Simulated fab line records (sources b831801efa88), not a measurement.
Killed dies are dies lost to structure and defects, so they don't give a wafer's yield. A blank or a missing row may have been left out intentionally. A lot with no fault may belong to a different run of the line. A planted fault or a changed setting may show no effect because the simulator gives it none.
Comparing a struck lot with a sound one | flow sfq-line | 18 steps out of a route of 325
Sound: the wafers L652.3, L652.4, L652.5. Struck: wafer L662.4 (left out: L662.1, L662.2 of the same lot, which were not struck); the cause appears at the end.
For every step that has rows: the tool of each side, followed by ch and its chambers, followed by its first start. Under that, the readings that differ: sound wafers | struck wafers | difference of the means | sigmas: that difference in standard deviations of wafers without a fault.
alike: same words and numbers on both sides, and readings whose means sit less than 2 such deviations apart. not compared: any withheld reading, any reading some wafer has no value for, any bound like >300 that may hide the same value, and any number with overlapping values for which the record gives no deviation.
The two part at a step that has a row with sigmas, a row that says differs or no value, or rows on one side only. Non-overlapping numbers with no deviation appear without sigmas and do not part them. Lack of a reading on every wafer of one side parts them only where that side has two or more wafers.

SFQ_C5_OVL_MEAS_937:
  sound: overlay-01 at day 59 17:29; struck: overlay-01 at day 62 18:38
  alike: C5_OVL
SFQ_TRILAYER_C5_BARC_OPEN_VIA_ETCH_210: etches BARC in O2, target depth 125 nm, time 41.7 s.
  sound on rie-diel-04 ch 1,2,3, day 59 17:31; struck on rie-diel-04 ch 1, day 62 18:40
  alike: drypump-motor-current-A, oes-product-au
  not compared: rf-hours-counter-h
SFQ_TRILAYER_C5_ETCH_VIA_ETCH_154: etches SiO2 in CHF3, stops on Nb, target depth 84 nm.
  sound on rie-diel-04 ch 1,2,3, day 59 17:33; struck on rie-diel-04 ch 1, day 62 18:42
  alike: drypump-motor-current-A, oes-product-au
SFQ_TRILAYER_C5_STRIP_STRIP_155: strips in O2.
  sound on rie-metal-02 ch 0,1, day 59 17:48; struck on rie-metal-04 ch 1, day 62 18:45
  alike: drypump-motor-current-A, oes-product-au
  not compared: rf-hours-counter-h
then, 2 steps without rows for these wafers: SFQ_TRILAYER_C5_STRIP_SOLV_CLEAN_156 (cleans in NMP, time 600 s); SFQ_TRILAYER_M6_DEP_PRE_CLEAN_158 (time 22.5 s).
SFQ_TRILAYER_M6_DEP_SPUTTER_157: material Nb, target thk 200 nm, time 133.3 s.
  sound: pvd-sputter-03 at day 59 18:25; struck: pvd-sputter-05 at day 62 20:10
  alike: throttle-valve-pct
SFQ_M6_RS_MEAS_938: a four-point-probe measurement.
  sound: film-metro-02 at day 59 18:32; struck: film-metro-04 at day 62 20:15
  alike: M6_NB_RS
then, 3 steps without rows for these wafers: SFQ_TRILAYER_M6_LITHO_COAT_164 (resist thk 62 nm); SFQ_TRILAYER_M6_LITHO_COAT_159 (resist thk 600 nm); SFQ_TRILAYER_M6_LITHO_SOFTBAKE_163.
SFQ_TRILAYER_M6_LITHO_EXPOSE_160: exposes mask M6, target cd 500 nm.
  sound on krf-scanner-02 ch 0, day 61 00:04; struck on krf-scanner-02 ch 0, day 63 15:50
  alike: mask, reticle-temp-C
then, 2 steps without rows for these wafers: SFQ_TRILAYER_M6_LITHO_PEB_162 (peb time 60 s); SFQ_TRILAYER_M6_LITHO_DEVELOP_161 (time 60 s).
SFQ_M6_OVL_MEAS_940:
  sound: overlay-02 at day 61 01:10; struck: overlay-01 at day 63 17:20
  alike: M6_OVL
SFQ_TRILAYER_M6_BARC_OPEN_METAL_ETCH_206: etches BARC in O2, target depth 125 nm, time 41.7 s.
  sound on rie-metal-01 ch 0,1, day 61 01:13; struck on rie-metal-01 ch 0, day 63 17:22
  reading             | sound           | struck | difference | sigmas
  model.M6.cd-nm (nm) | 499.3 501 500.6 | 490.3  | -10.0      |
  alike: drypump-motor-current-A, oes-product-au
  not compared: rf-hours-counter-h
SFQ_TRILAYER_M6_ETCH_METAL_ETCH_162: etches Nb in Cl2/Ar, stops on SiO2, target depth 240 nm, time 120 s.
  sound on rie-metal-01 ch 0,1, day 61 01:18; struck on rie-metal-01 ch 0, day 63 17:26
  reading             | sound             | struck | difference | sigmas
  model.M6.cd-nm (nm) | 495.2 497.5 497.5 | 486.9  | -9.8       |
  alike: drypump-motor-current-A, oes-product-au
  not compared: rf-hours-counter-h
SFQ_TRILAYER_M6_STRIP_STRIP_163: strips in O2.
  sound on rie-metal-01 ch 0,1, day 61 01:35; struck on rie-metal-01 ch 0, day 63 17:33
  alike: drypump-motor-current-A, oes-product-au
  not compared: rf-hours-counter-h

== WHERE THEY PART ==
Nowhere in this record.

WHY: what had been put in by the simulator
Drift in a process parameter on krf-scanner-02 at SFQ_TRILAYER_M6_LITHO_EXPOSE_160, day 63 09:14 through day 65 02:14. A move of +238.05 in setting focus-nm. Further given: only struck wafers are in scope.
